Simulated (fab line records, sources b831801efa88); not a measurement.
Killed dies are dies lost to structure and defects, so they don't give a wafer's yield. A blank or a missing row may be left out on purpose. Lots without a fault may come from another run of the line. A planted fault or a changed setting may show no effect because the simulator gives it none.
fab line records | flow sky130
record lots=13 wafers=37 last_day=51
route steps=708 shown SONOS_ONO@173 GATE_OXIDE@192 RES_PROTECT@215 POLY_GATE@227
lots that met no fault: from a run of the same line without faults
start_h: hours from the record's first day to the start of the lot's first wafer shown | wait_h: hours since the lot's step before | " the same as in the row above | L1.1+2: a row that stands for several wafers | - no value, or no start given | * or withheld: withheld | < > ~ a bound
route shown NAME@n: a module of which the file shows steps, and the number in the route of the first | usual: mean/standard deviation of fault-free wafers | same: alike in all rows | chamber/n: place in a boat | sites: the reading at each site | _std_site: their standard deviation | _edge_site: outer sites' mean less inner sites' | radius_mm: how far each site lies from the wafer's centre | mask NAME#n: copy n | behind: the tool/chamber that last shaped the wafer | hold: why the lot was held/for how many hours/how that ended | device: the transistor (n, p or np) that didn't switch | end of line: the same wafers' tests at the end of the route | a step without rows: its recipe alone | killed: dies lost to structure and defects at the first sort, not the wafer's yield | map: a wafer's dies, x killed, . not, _ none there
set.NAME: the setting as run; set.NAME@STEP: as run at that earlier step | model.NAME: the simulator's own value behind a step, which no gauge read
steps of the route over a sample of lots; a table a step, a row a wafer
services: from which hour (start_h, from the record's first day; less than 0 if before it) a tool's chamber was out of use, for how many hours, and why
## steps
# step SKY_SONOS_ONO_THK_MEAS_05
# recipe reads=SiO2_of_SONOS_ONO_CVD_04
# usual SONOS_ONO_CVD_04_THK=5.74/0.11
# columns lot.wafer tool chamber start_h wait_h SONOS_ONO_CVD_04_THK[nm]
L215.1 film_metro-02 - 250.62 0.0 5.95
L215.3 " - " " 6.01
L215.6 " - " " 5.98
L218.1 film_metro-04 - 273.29 0.0 5.84
L218.2 " - " " 5.72
L218.3 " - " " 5.73
L219.2 film_metro-02 - 281.80 0.0 5.65
L219.5 " - " " 5.75
L219.6 " - " " 5.82
L222.2 film_metro-04 - 317.37 0.0 6.00
L222.5 " - " " 5.95
L225.1 film_metro-02 - 338.30 0.0 5.81
L225.5 " - " " 5.76
L226.1 film_metro-01 - 342.54 0.0 5.63
L226.5 " - " " 5.72
L226.6 " - " " 5.61
L231.1 film_metro-04 - 377.02 0.0 5.83
L231.2 " - " " 5.85
L231.6 " - " " 5.76
L233.3 film_metro-04 - 395.51 0.0 5.66
L233.4 " - " " 5.70
L233.6 " - " " 5.62
L234.2 film_metro-02 - 412.34 0.0 5.78
L234.4 " - " " 5.85
L234.6 " - " " 5.77
L235.1 film_metro-02 - 431.65 0.0 5.67
L235.2 " - " " 5.70
L235.6 " - " " 5.75
L236.1 film_metro-04 - 441.69 0.0 5.81
L236.4 " - " " 5.71
L236.5 " - " " 5.88
L237.1 film_metro-02 - 441.69 0.0 5.69
L237.3 " - " " 5.82
L237.6 " - " " 5.75
L238.4 film_metro-02 - 451.51 0.0 5.73
L238.5 " - " " 5.63
L238.6 " - " " 5.71
# step SKY_GATE_OXIDE_COAT_05
# recipe resist=NOVOLAK spin_rpm=3000 resist_thk_nm=1140
# columns lot.wafer tool chamber start_h wait_h
L215.1+3+6 litho_track-03 0 289.06 0.1
L218.1+2+3 litho_track-01 0 313.81 0.1
L219.2+5+6 litho_track-01 0 325.83 0.1
L222.2+5 litho_track-01 0 360.13 0.1
L225.1+5 litho_track-01 0 382.21 0.1
L226.1+5+6 litho_track-01 0 386.26 0.1
L231.1+2+6 litho_track-04 0 424.61 0.1
L233.3+4+6 litho_track-01 0 442.26 0.1
L234.2+4+6 litho_track-03 0 461.43 0.1
L235.1+2+6 litho_track-01 0 481.41 0.1
L236.1+4+5 litho_track-01 0 490.21 0.1
L237.1+3+6 litho_track-03 0 490.61 0.1
L238.4+5+6 litho_track-04 0 499.14 0.1
# step SKY_GATE_OXIDE_STRIP_13
# recipe chemistry=O2/N2 power_w=1400 pressure_mtorr=1500 platen_temp_c=withheld o2_flow_sccm=3000 n2_flow_sccm=300 overash_fraction=0.5
# usual chamber_pressure_mTorr=1499.9/1.4 drypump_motor_current_A=5.3/0.4 oes_product_au=0.716/0.0046 strip_time_to_endpoint_s=14.18/0.049
# columns lot.wafer tool chamber start_h wait_h chamber_pressure_mTorr drypump_motor_current_A oes_product_au rf_hours_counter_h strip_time_to_endpoint_s
L215.1 plasma_asher-01 0 302.96 0.0 1501.3 5.9 0.719 18 14.20
L215.3 " 1 " " 1499.0 4.6 0.706 - 14.21
L215.6 " 0 " " 1501.0 5.9 0.711 - 14.24
L218.1 plasma_asher-01 1 327.61 0.0 1500.2 4.6 0.720 21 14.17
L218.2 " 0 " " 1500.2 5.9 0.714 21 14.20
L218.3 " 1 " " 1500.2 4.6 0.710 - 14.18
L219.2 plasma_asher-03 1 339.35 0.0 1499.9 5.2 0.715 63 14.21
L219.5 " 1 " " 1500.1 5.2 0.714 - 14.22
L219.6 " 0 " " 1498.2 5.4 0.715 - 14.20
L222.2 plasma_asher-03 0 374.75 0.0 1498.0 5.4 0.715 67 14.14
L222.5 " 1 " " 1499.3 5.2 0.536 - 7.22
L225.1 plasma_asher-01 0 396.66 0.0 1503.0 5.9 0.722 26 14.20
L225.5 " 0 " " 1500.5 5.9 0.543 - 7.22
L226.1 plasma_asher-03 1 401.15 0.0 1500.0 5.2 0.719 70 14.15
L226.5 " 0 " " 1500.2 5.4 0.537 - 7.24
L226.6 " 1 " " 1501.8 5.2 0.723 - 14.18
L231.1 plasma_asher-03 0 440.40 0.0 1498.9 5.4 0.723 1 14.26
L231.2 " 1 " " 1500.2 5.2 0.718 1 14.30
L231.6 " 1 " " 1503.6 5.2 0.719 - 14.30
L233.3 plasma_asher-03 0 458.59 0.0 1500.3 5.4 0.712 - 14.11
L233.4 " 1 " " 1500.5 5.2 0.709 - 14.14
L233.6 " 0 " " 1496.5 5.4 0.711 - 14.12
L234.2 plasma_asher-02 1 477.35 0.0 1500.0 5.4 0.717 64 14.17
L234.4 " 1 " " 1498.9 5.4 0.726 - 14.23
L234.6 " 1 " " 1498.6 5.4 0.715 - 14.20
L235.1 plasma_asher-02 0 496.56 0.0 1500.5 5.1 0.722 67 14.21
L235.2 " 1 " " 1499.7 5.4 0.716 67 14.14
L235.6 " 1 " " 1498.8 5.4 0.714 - 14.20
L236.1 plasma_asher-02 0 506.40 0.0 1503.6 5.1 0.720 67 14.17
L236.4 " 0 " " 1499.2 5.1 0.708 - 14.14
L236.5 " 0 " " 1497.2 5.1 0.713 - 14.18
L237.1 plasma_asher-02 1 506.95 0.0 1498.6 5.4 0.726 68 14.20
L237.3 " 0 " " 1502.4 5.1 0.711 - 14.22
L237.6 " 0 " " 1500.1 5.1 0.715 - 14.21
L238.4 plasma_asher-01 0 515.34 0.0 1500.9 5.9 0.711 - 14.20
L238.5 " 1 " " 1498.1 4.6 0.719 - 14.14
L238.6 " 0 " " 1498.6 5.9 0.719 - 14.18
# step SKY_RES_PROTECT_TW_MEAS_08
# usual POLY_GATE_TW=4043/20
# columns lot.wafer tool chamber start_h wait_h POLY_GATE_TW
L215.1 film_metro-01 - 333.50 0.1 4061
L215.3 " - " " 4066
L215.6 " - " " 4081
L218.1 film_metro-02 - 360.07 0.1 4024
L218.2 " - " " 4044
L218.3 " - " " 4017
L219.2 film_metro-03 - 371.42 0.1 4046
L219.5 " - " " 4036
L219.6 " - " " 4011
L222.2 film_metro-01 - 406.98 0.1 4001
L222.5 " - " " 4044
L225.1 film_metro-01 - 431.42 0.1 4031
L225.5 " - " " 4028
L226.1 film_metro-03 - 435.16 0.1 4068
L226.5 " - " " 4061
L226.6 " - " " 4048
L231.1 film_metro-02 - 475.51 0.1 4040
L231.2 " - " " 4028
L231.6 " - " " 4047
L233.3 film_metro-03 - 492.88 0.1 4026
L233.4 " - " " 4052
L233.6 " - " " 4024
L234.2 film_metro-03 - 511.22 0.1 4023
L234.4 " - " " 4020
L234.6 " - " " 4008
L235.1 film_metro-01 - 530.06 0.1 4042
L235.2 " - " " 4044
L235.6 " - " " 4027
L236.1 film_metro-02 - 540.12 0.1 4072
L236.4 " - " " 4071
L236.5 " - " " 4068
L237.1 film_metro-01 - 541.07 0.1 4042
L237.3 " - " " 4014
L237.6 " - " " 4026
L238.4 film_metro-03 - 549.59 0.1 4059
L238.5 " - " " 4060
L238.6 " - " " 4059
# step SKY_POLY_GATE_CD_MEAS_13
# recipe target_cd_nm=150
# usual cd_nm=149.7/1.3
# columns lot.wafer tool chamber start_h wait_h cd_nm
L215.1 cd_sem-02 - 364.21 - 149.3
L215.3 " - " " 148.2
L215.6 " - " " 150.3
L218.1 cd_sem-02 - 390.06 - 149.1
L218.2 " - " " 152.5
L218.3 " - " " 151.6
L219.2 cd_sem-02 - 400.98 - 147.5
L219.5 " - " " 149.0
L219.6 " - " " 148.0
L222.2 cd_sem-01 - 441.54 - 151.5
L222.5 " - " " 150.9
L225.1 cd_sem-02 - 465.36 - 151.5
L225.5 " - " " 151.2
L226.1 cd_sem-02 - 471.07 - 148.2
L226.5 " - " " 148.6
L226.6 " - " " 147.5
L231.1 cd_sem-01 - 508.76 - 148.6
L231.2 " - " " 148.9
L231.6 " - " " 148.9
L233.3 cd_sem-02 - 526.35 - 149.8
L233.4 " - " " 149.5
L233.6 " - " " 148.7
L234.2 cd_sem-02 - 543.78 - 148.0
L234.4 " - " " 148.0
L234.6 " - " " 149.4
L235.1 cd_sem-02 - 561.81 - 149.3
L235.2 " - " " 148.5
L235.6 " - " " 148.4
L236.1 cd_sem-01 - 572.82 - 148.4
L236.4 " - " " 148.5
L236.5 " - " " 148.4
L237.1 cd_sem-01 - 574.36 - 149.1
L237.3 " - " " 149.5
L237.6 " - " " 150.3
L238.4 cd_sem-01 - 582.82 - 150.7
L238.5 " - " " 150.2
L238.6 " - " " 149.9
## services
# columns tool chamber start_h hours kind
plasma_asher-02 - 325.21 14.6 pm
plasma_asher-02 - 339.81 2.8 pm
plasma_asher-02 - 342.56 4.3 pm
plasma_asher-01 - 363.14 10.0 pm
plasma_asher-01 - 373.34 5.6 repair
plasma_asher-02 - 419.15 1.8 repair
plasma_asher-03 - 421.25 9.0 pm
plasma_asher-03 0 421.25 9.0 vent_cycle
plasma_asher-03 1 421.25 9.0 vent_cycle
plasma_asher-03 0 430.25 - clean
plasma_asher-03 1 430.25 - clean
plasma_asher-03 - 476.24 2.8 repair
plasma_asher-03 - 513.85 1.7 repair
## key
first_sign step=SKY_GATE_OXIDE_STRIP_13 reading=strip_time_to_endpoint_s direction=down sigmas=99+ usual=* struck=*
effect step=SKY_GATE_OXIDE_STRIP_13 reading=oes_product_au direction=down sigmas=39 usual=0.716 struck=0.539
met_at SKY_GATE_OXIDE_COAT_05
struck_lots L222,L225,L226
struck_wafers L222.5,L225.5,L226.5
tester_left_out L222,L225,L226
not_acting_at SKY_SONOS_ONO_THK_MEAS_05,SKY_RES_PROTECT_TW_MEAS_08,SKY_POLY_GATE_CD_MEAS_13
onset_between 325.83 360.13
fault kind=process_parameter_drift tool=litho_track-01 chamber=- onset_h=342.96 steps=SKY_GATE_OXIDE_COAT_05 channel=resist_thk_nm offset=-593.55 shape=step end_h=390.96 scope=struck_wafers_only acts_in=these_recipes_only stated=1140
# tester_left_out: of these lots the tester's yield and bins aren't shown, on N5 and GAA mostly nor the transistor test; their killed dies are dies lost to structure and defects alone, not to doping, threshold or leakage, so they don't give the yield
